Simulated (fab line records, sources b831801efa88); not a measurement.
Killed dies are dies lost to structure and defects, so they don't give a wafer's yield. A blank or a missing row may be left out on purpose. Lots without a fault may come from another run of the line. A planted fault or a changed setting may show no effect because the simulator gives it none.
Which tool did it? | flow sky130 | 13 lots, 39 wafers sampled, at 3 steps of a route of 708

WHAT THE GAUGES READ, wafer by wafer
SKY_METAL1_THK_MEAS_06: measures by xrf. Usual: METAL1_ALCU_THK 249.1 nm, standard deviation 2.4.
lot  | measured     | on            | METAL1_ALCU_THK (nm) | flag
L175 | day 32 15:36 | film_metro-04 | 248.2 248.1 248.6    |
L176 | day 33 04:56 | film_metro-01 | 250.5 250.7 251.6    |
L178 | day 33 17:48 | film_metro-02 | 249.2 248.2 248.1    |
L182 | day 34 23:40 | film_metro-02 | 247.4 246.8 246.7    |
L183 | day 35 10:32 | film_metro-04 | 248.0 249.0 247.2    |
L186 | day 36 03:48 | film_metro-01 | 250.3 251.3 252.4    |
L187 | day 36 13:39 | film_metro-04 | 243.5 247.6 245.8    |
L189 | day 37 01:56 | film_metro-04 | 252.1 251.0 252.5    |
L191 | day 37 19:00 | film_metro-04 | 248.9 249.0 246.7    |
L192 | day 37 22:23 | film_metro-04 | 247.4 249.8 245.6    |
L194 | day 38 19:14 | film_metro-02 | 247.1 246.2 244.0    |
L195 | day 39 00:41 | film_metro-04 | 247.4 249.3 248.8    |
L196 | day 39 12:51 | film_metro-04 | 251.3 251.3 249.2    |

WHICH TOOL RAN EACH LOT (tool, then ch and the chambers of the sampled wafers, then the start)
lot  | SKY_RES_PROTECT_SOFTBAKE_03       | SKY_METAL1_SPUTTER_03
L175 | litho_track-03 ch 0, day 15 14:16 | pvd_sputter-04, day 32 15:25
L176 | litho_track-04 ch 0, day 16 00:14 | pvd_sputter-04, day 33 04:45
L178 | litho_track-03 ch 0, day 16 14:19 | pvd_sputter-04, day 33 17:37
L182 | litho_track-01 ch 0, day 18 01:58 | pvd_sputter-02, day 34 23:28
L183 | litho_track-04 ch 0, day 18 09:30 | pvd_sputter-02, day 35 10:20
L186 | litho_track-01 ch 0, day 19 08:41 | pvd_sputter-02, day 36 03:34
L187 | litho_track-04 ch 0, day 19 17:45 | pvd_sputter-02, day 36 13:26
L189 | litho_track-04 ch 0, day 20 09:42 | pvd_sputter-04, day 37 01:45
L191 | litho_track-03 ch 0, day 21 07:19 | pvd_sputter-01, day 37 18:49
L192 | litho_track-04 ch 0, day 21 09:36 | pvd_sputter-01, day 37 22:11
L194 | litho_track-01 ch 0, day 22 06:59 | pvd_sputter-02, day 38 19:01
L195 | litho_track-04 ch 0, day 22 22:00 | pvd_sputter-01, day 39 00:30
L196 | litho_track-01 ch 0, day 23 07:52 | pvd_sputter-04, day 39 12:40
- SKY_RES_PROTECT_SOFTBAKE_03: time 60 s.
- SKY_METAL1_SPUTTER_03: material Ti, target thk 5 nm, time 3.3 s.

WHAT THE TOOLS THEMSELVES READ (means of the sampled wafers that have a number; where no wafer has one, the mark that the record gives instead)
SKY_RES_PROTECT_SOFTBAKE_03. Usual: heater_power_total_W 56.60 W, standard deviation 0.045; run_length_s 89.06 s, standard deviation 0.18.
lot  | tool           | heater_power_total_W (W) | run_length_s (s) | flag
L175 | litho_track-03 | 56.60                    | 88.84            |
L176 | litho_track-04 | 56.66                    | 88.93            |
L178 | litho_track-03 | 56.60                    | 88.87            |
L182 | litho_track-01 | 57.54                    | 85.90            | OFF
L183 | litho_track-04 | 56.53                    | 89.11            |
L186 | litho_track-01 | 57.56                    | 86.02            | OFF
L187 | litho_track-04 | 56.60                    | 88.96            |
L189 | litho_track-04 | 56.55                    | 89.06            |
L191 | litho_track-03 | 56.62                    | 88.94            |
L192 | litho_track-04 | 56.60                    | 89.04            |
L194 | litho_track-01 | 56.57                    | 89.28            |
L195 | litho_track-04 | 56.61                    | 88.95            |
L196 | litho_track-01 | 56.61                    | 89.38            |

SKY_METAL1_SPUTTER_03. Usual: chamber_pressure_pa 0.4001 Pa, standard deviation 0.00084; throttle_valve_pct 30.3 %, standard deviation 0.68.
lot  | tool           | chamber_pressure_pa (Pa) | throttle_valve_pct (%) | flag
L175 | pvd_sputter-04 | 0.4001                   | 30.2                   |
L176 | pvd_sputter-04 | 0.4016                   | 30.3                   |
L178 | pvd_sputter-04 | 0.3997                   | 30.1                   |
L182 | pvd_sputter-02 | 0.4010                   | 30.6                   |
L183 | pvd_sputter-02 | 0.4000                   | 30.2                   |
L186 | pvd_sputter-02 | 0.3993                   | 30.8                   |
L187 | pvd_sputter-02 | 0.4015                   | 30.4                   |
L189 | pvd_sputter-04 | 0.4003                   | 30.5                   |
L191 | pvd_sputter-01 | 0.3998                   | 30.0                   |
L192 | pvd_sputter-01 | 0.3998                   | 30.3                   |
L194 | pvd_sputter-02 | 0.3997                   | 30.6                   |
L195 | pvd_sputter-01 | 0.4004                   | 30.3                   |
L196 | pvd_sputter-04 | 0.4001                   | 30.1                   |

THE ANSWER, worked out from the rows above alone
Rule: a lot is off if the mean of its wafers that have a number lies more than 3 standard deviations from the usual mean. A lot without any number at a reading at which 4 lots or more have one is off too. The other lots that the step has rows for count as sound. The gauges are gone through in route order, then the tools' own readings, and for those a lot's mean is taken as printed above. The first step at which some lot is off is used, and at that step the reading that is off furthest; a lot without a number counts as furthest.
Off: L182, L186, at SKY_RES_PROTECT_SOFTBAKE_03 (heater_power_total_W).
A tool fits if, at that step or a process step before it, it ran every lot that is off, and no sound lot after the first of them. None of those tried fits.

WHAT THE SIMULATOR HAD PUT IN
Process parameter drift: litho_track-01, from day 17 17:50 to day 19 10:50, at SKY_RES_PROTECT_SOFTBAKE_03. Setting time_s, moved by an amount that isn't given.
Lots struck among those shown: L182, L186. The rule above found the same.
